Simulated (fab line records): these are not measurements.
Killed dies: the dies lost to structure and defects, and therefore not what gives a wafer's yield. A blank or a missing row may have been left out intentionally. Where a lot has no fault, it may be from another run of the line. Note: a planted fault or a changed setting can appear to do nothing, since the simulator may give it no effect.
What tool caused it? | flow gf180mcu | 6 lots with 18 wafers sampled at 2 steps, on a route of 602 steps

## WHAT EACH GAUGE READ, for each wafer
GF_VT_IMPLANT_RS_MEAS_47: measurement is done with a four-point probe.
lot  | measured     | on            | NWELL_RS (ohm/sq)
L318 | day 8 08:55  | film_metro-02 | 486.7 486.1 487.5
L320 | day 8 23:53  | film_metro-04 | 485.9 487.9 486.9
L322 | day 9 10:22  | film_metro-01 | 487.5 488.9 488.4
L326 | day 10 15:29 | film_metro-04 | 487.2 486.8 486.3
L328 | day 11 07:30 | film_metro-01 | 485.6 486.2 485.2
L337 | day 13 23:53 | film_metro-01 | 496.2 497.2 496.2

## TOOL THAT RAN EACH LOT (tool first, then ch and the chambers of the sampled wafers, then the start)
lot  | GF_NWELL_IMPLANT_09
L318 | implanter-04 ch 0, day 4 00:11
L320 | implanter-04 ch 0, day 4 12:54
L322 | implanter-03 ch 0, day 4 21:12
L326 | implanter-04 ch 0, day 5 19:48
L328 | implanter-04 ch 0, day 6 09:16
L337 | implanter-04 ch 0, day 8 12:19
- GF_NWELL_IMPLANT_09

## THE ANSWER, worked out from the rows above alone
Rule: usual is defined by the lots themselves. Put in order of their means at a reading, lots are off if they are a third of the lots or fewer, leave a main group of 4 or more, and stand apart from it by a gap of 3 or more times the standard deviation of the main group's means; of several such gaps the widest counts. The tables above print the reading to a certain number of digits; a main group whose means all agree to those digits is not used. A lot without any number at a reading at which 4 lots or more have one is off too. The other lots that the step has rows for count as sound.
Off: at GF_VT_IMPLANT_RS_MEAS_47 (NWELL_RS), L337. The main group has a mean of 486.9 ohm/sq with a standard deviation of 0.83.
If a tool, at a process step before that reading, ran all the lots that are off and no sound lot after the first of them, it fits. Those tools and the gauges at GF_VT_IMPLANT_RS_MEAS_47 are tried in the same way. Can't be told from this: 2 tools fit, implanter-04 at GF_NWELL_IMPLANT_09, film_metro-01 at GF_VT_IMPLANT_RS_MEAS_47.

## WHAT THE SIMULATOR HAD INSERTED
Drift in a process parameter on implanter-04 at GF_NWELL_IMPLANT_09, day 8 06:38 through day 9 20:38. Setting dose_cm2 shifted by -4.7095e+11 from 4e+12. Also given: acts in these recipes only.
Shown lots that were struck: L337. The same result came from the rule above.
